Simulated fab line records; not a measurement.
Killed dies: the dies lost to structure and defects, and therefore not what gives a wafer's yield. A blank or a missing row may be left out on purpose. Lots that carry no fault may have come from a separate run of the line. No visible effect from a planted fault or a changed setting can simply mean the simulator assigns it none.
fab line records + flow gf180mcu
record:
- lots: 5
- wafers: 23
route steps=602 shown V4@485 MIM@503 M5@536 V5@540 TOP_METAL@576
start_h: hours from the record's first day to the start of the lot's first wafer shown + wait_h: hours from the lot's prior step to this one + " identical to the entry in the row above + L1.1+2: several wafers, shown together as one row + - either no value or no given start + * or withheld: withheld + < > ~ a bound
route shown NAME@n: names a module that has steps shown in the file, with the first one's number in the route + usual: the fault-free wafers' mean and standard deviation + same: alike in all rows + chamber/n: place in a boat + sites: the reading at each site + _std_site: standard deviation across them + _edge_site: the outer-site mean with the inner-site mean subtracted + radius_mm: for every site, how far away it sits from the centre of the wafer + mask NAME#n: copy n + behind: tool/chamber where the wafer was last shaped + hold: why the lot was held/for how many hours/how that ended + device: the transistor (n, p or np) that didn't switch + end of line: tests of these same wafers at the route's end + a step without rows: its recipe alone + killed: not the wafer's yield, but the dies lost to structure and defects at the first sort + map: dies across one wafer; x = killed, . = not, _ = none there
set.NAME: the run value of the setting; set.NAME@STEP: its run value at that earlier step + model.NAME: the simulator's own value behind a step, which no gauge read
lots with deliberately changed settings; one table per step, one row per wafer
== steps ==
step: GF_V4_COAT_09
recipe:
- resist: KrF
- spin_rpm: withheld
- resist_thk_nm: 1000
| lot.wafer | tool           | chamber | start_h | wait_h | set.resist_thk_nm | model.KrF_of_V4_COAT_09.thk_nm |
|-----------|----------------|---------|---------|--------|-------------------|--------------------------------|
| L077.1    | litho_track-04 | 0       | -       | -      | 1000              | 995.7                          |
| L077.2    | "              | 0       | "       | "      | 954.9             | 949                            |
| L077.3    | "              | 0       | "       | "      | 954.9             | 948                            |
| L077.5    | "              | 0       | "       | "      | 954.9             | 947.9                          |
| L077.6    | "              | 0       | "       | "      | 1000              | 994.7                          |
| L078.1    | litho_track-04 | 0       | -       | -      | 1000              | 998.9                          |
| L078.2    | "              | 0       | "       | "      | 970.3             | 967.3                          |
| L078.3    | "              | 0       | "       | "      | 970.3             | 967.4                          |
| L078.5    | "              | 0       | "       | "      | 970.3             | 967.6                          |
| L078.6    | "              | 0       | "       | "      | 1000              | 994.4                          |
| L079.1    | litho_track-04 | 0       | -       | -      | 1000              | 999.5                          |
| L079.4    | "              | 0       | "       | "      | 1000              | 996.4                          |
| L079.6    | "              | 0       | "       | "      | 1000              | 997.2                          |
| L082.1    | litho_track-04 | 0       | -       | -      | 1030              | 1027                           |
| L082.2    | "              | 0       | "       | "      | 1030              | 1029                           |
| L082.3    | "              | 0       | "       | "      | 1030              | 1028                           |
| L082.5    | "              | 0       | "       | "      | 1000              | 999.2                          |
| L082.6    | "              | 0       | "       | "      | 1000              | 996.5                          |
| L084.1    | litho_track-02 | 0       | -       | -      | 1000              | 992.9                          |
| L084.2    | "              | 0       | "       | "      | 1000              | 997.2                          |
| L084.4    | "              | 0       | "       | "      | 965.1             | 958.7                          |
| L084.5    | "              | 0       | "       | "      | 965.1             | 959.9                          |
| L084.6    | "              | 0       | "       | "      | 1000              | 993.7                          |
step: GF_MIM_SPUTTER_00
recipe:
- material: Ti
- target_thk_nm: 37.5
- arriving_ion_energy_ev: 80
- substrate_temp_c: 200
- chamber_pressure_pa: 2
- power_w: 4000
- time_s: 150
| lot.wafer | tool           | chamber | start_h | wait_h | set.chamber_pressure_pa | model.Ti_of_MIM_SPUTTER_00.thk_nm |
|-----------|----------------|---------|---------|--------|-------------------------|-----------------------------------|
| L077.1    | pvd_sputter-04 | -       | 587.37  | 0.1    | 2                       | 37.67                             |
| L077.2    | "              | -       | "       | "      | 2                       | 37.57                             |
| L077.3    | "              | -       | "       | "      | 2                       | 37.8                              |
| L077.5    | "              | -       | "       | "      | 2                       | 37.76                             |
| L077.6    | "              | -       | "       | "      | 2                       | 37.71                             |
| L078.1    | pvd_sputter-01 | -       | 593.87  | 0.2    | 2.093                   | 36.9                              |
| L078.2    | "              | -       | "       | "      | 2.093                   | 36.7                              |
| L078.3    | "              | -       | "       | "      | 2.093                   | 36.77                             |
| L078.5    | "              | -       | "       | "      | 2.093                   | 36.55                             |
| L078.6    | "              | -       | "       | "      | 2.093                   | 36.41                             |
| L079.1    | pvd_sputter-04 | -       | 606.79  | 0.1    | 2                       | 37.14                             |
| L079.4+6  | "              | -       | "       | "      | 2                       | 37.39                             |
| L082.1    | pvd_sputter-02 | -       | 623.57  | 0.2    | 2                       | 37.24                             |
| L082.2    | "              | -       | "       | "      | 2                       | 37.34                             |
| L082.3    | "              | -       | "       | "      | 2                       | 37.39                             |
| L082.5    | "              | -       | "       | "      | 2                       | 37.3                              |
| L082.6    | "              | -       | "       | "      | 2                       | 37.41                             |
| L084.1    | pvd_sputter-02 | -       | 648.48  | 0.2    | 2.217                   | 34.94                             |
| L084.2    | "              | -       | "       | "      | 2.217                   | 34.9                              |
| L084.4    | "              | -       | "       | "      | 2.217                   | 35.17                             |
| L084.5    | "              | -       | "       | "      | 2.217                   | 34.78                             |
| L084.6    | "              | -       | "       | "      | 2.217                   | 34.86                             |
step: GF_M5_METAL_ETCH_10
recipe:
- chemistry: Cl2/BCl3
- mask_material: KrF
- target_depth_nm: 627.5
- stop_on: SiO2
- pressure_mtorr: 8
- icp_w: 800
- bias_w: 140
- Cl2_flow_sccm: 80
- bcl3_flow_sccm: 40
- time_s: 104.6
| lot.wafer | tool         | chamber | start_h | wait_h | set.bias_w | model.KrF_of_M5_COAT_02.thk_nm |
|-----------|--------------|---------|---------|--------|------------|--------------------------------|
| L077.1    | rie_metal-04 | 1       | 630.16  | 0.0    | 140        | 699.8                          |
| L077.2    | "            | 0       | "       | "      | 140        | 699.4                          |
| L077.3    | "            | 1       | "       | "      | 140        | 700.1                          |
| L077.5    | "            | 0       | "       | "      | 140        | 697.1                          |
| L077.6    | "            | 1       | "       | "      | 140        | 702.3                          |
| L078.1    | rie_metal-03 | 1       | 636.16  | 0.0    | 140        | 698.8                          |
| L078.2    | "            | 1       | "       | "      | 140        | 694.2                          |
| L078.3    | "            | 1       | "       | "      | 123.5      | 708.2                          |
| L078.5    | "            | 1       | "       | "      | 123.5      | 706.2                          |
| L078.6    | "            | 1       | "       | "      | 123.5      | 709.2                          |
| L079.1    | rie_metal-02 | 1       | 648.15  | 0.0    | 140        | 696.5                          |
| L079.4    | "            | 0       | "       | "      | 140        | 697.4                          |
| L079.6    | "            | 1       | "       | "      | 140        | 693.7                          |
| L082.1    | rie_metal-02 | 1       | 663.90  | 0.0    | 145.6      | 692.3                          |
| L082.2    | "            | 0       | "       | "      | 145.6      | 695.7                          |
| L082.3    | "            | 1       | "       | "      | 140        | 695.8                          |
| L082.5    | "            | 0       | "       | "      | 140        | 697.1                          |
| L082.6    | "            | 1       | "       | "      | 140        | 696.2                          |
| L084.1    | rie_metal-04 | 1       | 687.21  | 0.0    | 140        | 698.3                          |
| L084.2    | "            | 1       | "       | "      | 153        | 690.9                          |
| L084.4    | "            | 1       | "       | "      | 140        | 700.7                          |
| L084.5    | "            | 1       | "       | "      | 153        | 690                            |
| L084.6    | "            | 1       | "       | "      | 140        | 698.8                          |
step: GF_M5_STRIP_11
recipe:
- chemistry: O2/N2
- power_w: 1400
- pressure_mtorr: 1500
- platen_temp_c: 250
- o2_flow_sccm: 3000
- n2_flow_sccm: 300
- overash_fraction: 0.5
usual:
- strip_time_to_endpoint_s: 7.52/0.038
| lot.wafer | tool            | chamber | start_h | wait_h | set.bias_w@M5_METAL_ETCH_10 | strip_time_to_endpoint_s |
|-----------|-----------------|---------|---------|--------|-----------------------------|--------------------------|
| L077.1    | plasma_asher-04 | 0       | 630.28  | 0.1    | 140                         | 7.54                     |
| L077.2    | "               | 1       | "       | "      | 140                         | 7.51                     |
| L077.3    | "               | 1       | "       | "      | 140                         | 7.53                     |
| L077.5    | "               | 0       | "       | "      | 140                         | 7.51                     |
| L077.6    | "               | 1       | "       | "      | 140                         | 7.56                     |
| L078.1    | plasma_asher-04 | 1       | 636.39  | 0.2    | 140                         | 7.53                     |
| L078.2    | "               | 0       | "       | "      | 140                         | 7.48                     |
| L078.3    | "               | 0       | "       | "      | 123.5                       | 7.61                     |
| L078.5    | "               | 1       | "       | "      | 123.5                       | 7.59                     |
| L078.6    | "               | 0       | "       | "      | 123.5                       | 7.63                     |
| L079.1    | plasma_asher-04 | 1       | 648.26  | 0.1    | 140                         | 7.51                     |
| L079.4    | "               | 0       | "       | "      | 140                         | 7.50                     |
| L079.6    | "               | 0       | "       | "      | 140                         | 7.49                     |
| L082.1    | plasma_asher-03 | 0       | 664.01  | 0.1    | 145.6                       | 7.45                     |
| L082.2    | "               | 1       | "       | "      | 145.6                       | 7.49                     |
| L082.3    | "               | 0       | "       | "      | 140                         | 7.50                     |
| L082.5    | "               | 1       | "       | "      | 140                         | 7.51                     |
| L082.6    | "               | 0       | "       | "      | 140                         | 7.52                     |
| L084.1    | plasma_asher-03 | 1       | 687.44  | 0.2    | 140                         | 7.52                     |
| L084.2    | "               | 0       | "       | "      | 153                         | 7.45                     |
| L084.4    | "               | 0       | "       | "      | 140                         | 7.54                     |
| L084.5    | "               | 0       | "       | "      | 153                         | 7.44                     |
| L084.6    | "               | 1       | "       | "      | 140                         | 7.53                     |
step: GF_V5_CVD_00
recipe:
- material: SiO2
- target_thk_nm: 300
- sigma_open_frac: 0.3
- temp_c: 400
- time_s: 50
- sih4_flow_sccm: 60
- pressure_mtorr: 6
| lot.wafer | tool      | chamber | start_h | wait_h | set.sih4_flow_sccm | model.SiO2_of_V5_CVD_00.thk_nm |
|-----------|-----------|---------|---------|--------|--------------------|--------------------------------|
| L077.1    | hdpcvd-02 | 1       | 630.88  | 0.0    | 65.45              | 329.6                          |
| L077.2    | "         | 2       | "       | "      | 65.45              | 328.8                          |
| L077.3    | "         | 0       | "       | "      | 60                 | 304.4                          |
| L077.5    | "         | 0       | "       | "      | 60                 | 302.2                          |
| L077.6    | "         | 1       | "       | "      | 60                 | 300.7                          |
| L078.1    | hdpcvd-02 | 2       | 636.92  | 0.0    | 60                 | 294.3                          |
| L078.2    | "         | 1       | "       | "      | 68.3               | 339.5                          |
| L078.3    | "         | 0       | "       | "      | 60                 | 299.3                          |
| L078.5    | "         | 0       | "       | "      | 68.3               | 342.6                          |
| L078.6    | "         | 2       | "       | "      | 68.3               | 344.5                          |
| L079.1    | hdpcvd-01 | 1       | 648.80  | 0.0    | 60                 | 299.4                          |
| L079.4    | "         | 2       | "       | "      | 60                 | 299.7                          |
| L079.6    | "         | 0       | "       | "      | 60                 | 299.9                          |
| L082.1    | hdpcvd-02 | 1       | 664.58  | 0.0    | 67.01              | 338.4                          |
| L082.2    | "         | 0       | "       | "      | 60                 | 304.2                          |
| L082.3    | "         | 2       | "       | "      | 60                 | 297.3                          |
| L082.5    | "         | 0       | "       | "      | 67.01              | 338                            |
| L082.6    | "         | 2       | "       | "      | 60                 | 300.3                          |
| L084.1    | hdpcvd-01 | 2       | 687.97  | 0.0    | 60                 | 303.2                          |
| L084.2    | "         | 1       | "       | "      | 55.56              | 277.9                          |
| L084.4    | "         | 0       | "       | "      | 55.56              | 276.5                          |
| L084.5    | "         | 1       | "       | "      | 60                 | 303.7                          |
| L084.6    | "         | 2       | "       | "      | 60                 | 299.7                          |
step: GF_V5_THK_MEAS_01
recipe:
- reads: SiO2_of_V5_CVD_00
usual:
- V5_CVD_00_THK: 299.7/2.6
| lot.wafer | tool          | chamber | start_h | wait_h | set.sih4_flow_sccm@V5_CVD_00 | V5_CVD_00_THK[nm] |
|-----------|---------------|---------|---------|--------|------------------------------|-------------------|
| L077.1    | film_metro-01 | -       | 630.92  | 0.0    | 65.45                        | 329.9             |
| L077.2    | "             | -       | "       | "      | 65.45                        | 328.6             |
| L077.3    | "             | -       | "       | "      | 60                           | 304.4             |
| L077.5    | "             | -       | "       | "      | 60                           | 302.1             |
| L077.6    | "             | -       | "       | "      | 60                           | 301.0             |
| L078.1    | film_metro-01 | -       | 636.97  | 0.0    | 60                           | 294.2             |
| L078.2    | "             | -       | "       | "      | 68.3                         | 339.5             |
| L078.3    | "             | -       | "       | "      | 60                           | 299.2             |
| L078.5    | "             | -       | "       | "      | 68.3                         | 342.7             |
| L078.6    | "             | -       | "       | "      | 68.3                         | 344.5             |
| L079.1    | film_metro-01 | -       | 648.84  | 0.0    | 60                           | 299.3             |
| L079.4    | "             | -       | "       | "      | 60                           | 299.7             |
| L079.6    | "             | -       | "       | "      | 60                           | 300.0             |
| L082.1    | film_metro-01 | -       | 664.63  | 0.0    | 67.01                        | 338.4             |
| L082.2    | "             | -       | "       | "      | 60                           | 304.3             |
| L082.3    | "             | -       | "       | "      | 60                           | 297.2             |
| L082.5    | "             | -       | "       | "      | 67.01                        | 338.1             |
| L082.6    | "             | -       | "       | "      | 60                           | 300.3             |
| L084.1    | film_metro-01 | -       | 688.02  | 0.0    | 60                           | 303.3             |
| L084.2    | "             | -       | "       | "      | 55.56                        | 277.9             |
| L084.4    | "             | -       | "       | "      | 55.56                        | 276.5             |
| L084.5    | "             | -       | "       | "      | 60                           | 303.6             |
| L084.6    | "             | -       | "       | "      | 60                           | 299.9             |
step: GF_TOP_METAL_COAT_09
recipe:
- resist: NOVOLAK
- spin_rpm: 3000
- resist_thk_nm: 1500
| lot.wafer | tool           | chamber | start_h | wait_h | set.spin_rpm | model.NOVOLAK_of_TOP_METAL_COAT_09.thk_nm |
|-----------|----------------|---------|---------|--------|--------------|-------------------------------------------|
| L077.1+5  | litho_track-02 | 0       | 662.40  | 0.1    | 2840         | 1540                                      |
| L077.2    | "              | 0       | "       | "      | 3000         | 1500                                      |
| L077.3+6  | "              | 0       | "       | "      | 3000         | 1499                                      |
| L078.1+6  | litho_track-04 | 0       | 667.97  | 0.1    | 3000         | 1490                                      |
| L078.2    | "              | 0       | "       | "      | 3000         | 1491                                      |
| L078.3    | "              | 0       | "       | "      | 3000         | 1494                                      |
| L078.5    | "              | 0       | "       | "      | 3000         | 1493                                      |
| L079.1    | litho_track-03 | 0       | 680.13  | 0.1    | 3000         | 1497                                      |
| L079.4    | "              | 0       | "       | "      | 3000         | 1501                                      |
| L079.6    | "              | 0       | "       | "      | 3000         | 1500                                      |
| L082.1+3  | litho_track-04 | 0       | 695.07  | 0.1    | 3000         | 1497                                      |
| L082.2    | "              | 0       | "       | "      | 3000         | 1496                                      |
| L082.5    | "              | 0       | "       | "      | 3000         | 1501                                      |
| L082.6    | "              | 0       | "       | "      | 3000         | 1491                                      |
| L084.1    | litho_track-03 | 0       | 717.88  | 0.1    | 3143         | 1465                                      |
| L084.2+4  | "              | 0       | "       | "      | 3000         | 1497                                      |
| L084.5    | "              | 0       | "       | "      | 3000         | 1494                                      |
| L084.6    | "              | 0       | "       | "      | 3143         | 1468                                      |
step: GF_TOP_METAL_METAL_ETCH_16
recipe:
- chemistry: Cl2/BCl3
- mask_material: NOVOLAK
- target_depth_nm: 1077.5
- stop_on: SiO2
- pressure_mtorr: 8
- icp_w: 800
- bias_w: 140
- Cl2_flow_sccm: 80
- bcl3_flow_sccm: 40
- time_s: 179.6
| lot.wafer      | tool         | chamber   | start_h | wait_h | set.pressure_mtorr |
|----------------|--------------|-----------|---------|--------|--------------------|
| L077.1+2+3+5+6 | rie_metal-01 | 0,1,0,0,1 | 671.90  | 0.0    | 6.954              |
| L078.1+2+3+5+6 | rie_metal-03 | 1,0,0,1,0 | 678.44  | 0.0    | 8                  |
| L079.1+4+6     | rie_metal-01 | 1,0,0     | 690.09  | 0.0    | 8                  |
| L082.1+2+3+5+6 | rie_metal-01 | 0,1,0,1,0 | 704.37  | 0.0    | 7.477              |
| L084.1+2+4+5+6 | rie_metal-01 | 1,0,0,1,0 | 726.52  | 0.0    | 7.011              |
step: GF_TOP_METAL_STRIP_17
recipe:
- chemistry: O2/N2
- power_w: 1400
- pressure_mtorr: 1500
- platen_temp_c: 250
- o2_flow_sccm: 3000
- n2_flow_sccm: 300
- overash_fraction: 0.5
usual:
- strip_time_to_endpoint_s: 13.44/0.083
| lot.wafer | tool            | chamber | start_h | wait_h | set.spin_rpm@TOP_METAL_COAT_09 | strip_time_to_endpoint_s |
|-----------|-----------------|---------|---------|--------|--------------------------------|--------------------------|
| L077.1    | plasma_asher-03 | 0       | 672.08  | 0.1    | 2840                           | 13.96                    |
| L077.2    | "               | 1       | "       | "      | 3000                           | 13.53                    |
| L077.3    | "               | 1       | "       | "      | 3000                           | 13.51                    |
| L077.5    | "               | 0       | "       | "      | 2840                           | 14.01                    |
| L077.6    | "               | 1       | "       | "      | 3000                           | 13.50                    |
| L078.1    | plasma_asher-03 | 0       | 678.61  | 0.1    | 3000                           | 13.35                    |
| L078.2    | "               | 1       | "       | "      | 3000                           | 13.29                    |
| L078.3    | "               | 1       | "       | "      | 3000                           | 13.36                    |
| L078.5    | "               | 1       | "       | "      | 3000                           | 13.35                    |
| L078.6    | "               | 0       | "       | "      | 3000                           | 13.31                    |
| L079.1    | plasma_asher-01 | 1       | 690.26  | 0.1    | 3000                           | 13.34                    |
| L079.4    | "               | 0       | "       | "      | 3000                           | 13.41                    |
| L079.6    | "               | 0       | "       | "      | 3000                           | 13.38                    |
| L082.1    | plasma_asher-01 | 0       | 704.55  | 0.1    | 3000                           | 13.50                    |
| L082.2    | "               | 1       | "       | "      | 3000                           | 13.40                    |
| L082.3    | "               | 0       | "       | "      | 3000                           | 13.45                    |
| L082.5    | "               | 1       | "       | "      | 3000                           | 13.53                    |
| L082.6    | "               | 0       | "       | "      | 3000                           | 13.45                    |
| L084.1    | plasma_asher-03 | 1       | 726.70  | 0.1    | 3143                           | 13.12                    |
| L084.2    | "               | 0       | "       | "      | 3000                           | 13.49                    |
| L084.4    | "               | 1       | "       | "      | 3000                           | 13.45                    |
| L084.5    | "               | 0       | "       | "      | 3000                           | 13.44                    |
| L084.6    | "               | 1       | "       | "      | 3143                           | 13.14                    |
== key ==
split:
- step: GF_V4_COAT_09
- setting: resist_thk_nm
- stated: 1000
- by: wafer
response:
- step: GF_V4_COAT_09
- reading: model.KrF_of_V4_COAT_09.thk_nm
- change: +10.2
- per: 1%
- r: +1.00
split:
- step: GF_MIM_SPUTTER_00
- setting: chamber_pressure_pa
- stated: 2
- by: lot
response:
- step: GF_MIM_SPUTTER_00
- reading: model.Ti_of_MIM_SPUTTER_00.thk_nm
- change: -0.23
- per: 1%
- r: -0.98
split:
- step: GF_M5_METAL_ETCH_10
- setting: bias_w
- stated: 140
- by: wafer
response:
- step: GF_M5_METAL_ETCH_10
- reading: model.KrF_of_M5_COAT_02.thk_nm
- change: -0.932
- per: 1%
- r: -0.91
response:
- step: GF_M5_STRIP_11
- reading: strip_time_to_endpoint_s
- change: *
- per: 1%
- r: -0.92
split:
- step: GF_V5_CVD_00
- setting: sih4_flow_sccm
- stated: 60
- by: wafer
response:
- step: GF_V5_CVD_00
- reading: model.SiO2_of_V5_CVD_00.thk_nm
- change: +3.21
- per: 1%
- r: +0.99
response:
- step: GF_V5_THK_MEAS_01
- reading: V5_CVD_00_THK
- change: +3.22
- per: 1%
- r: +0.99
split:
- step: GF_TOP_METAL_COAT_09
- setting: spin_rpm
- stated: 3000
- by: wafer
response:
- step: GF_TOP_METAL_COAT_09
- reading: model.NOVOLAK_of_TOP_METAL_COAT_09.thk_nm
- change: -6.99
- per: 1%
- r: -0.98
response:
- step: GF_TOP_METAL_STRIP_17
- reading: strip_time_to_endpoint_s
- change: *
- per: 1%
- r: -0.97
split:
- step: GF_TOP_METAL_METAL_ETCH_16
- setting: pressure_mtorr
- stated: 8
- by: lot
response none clear
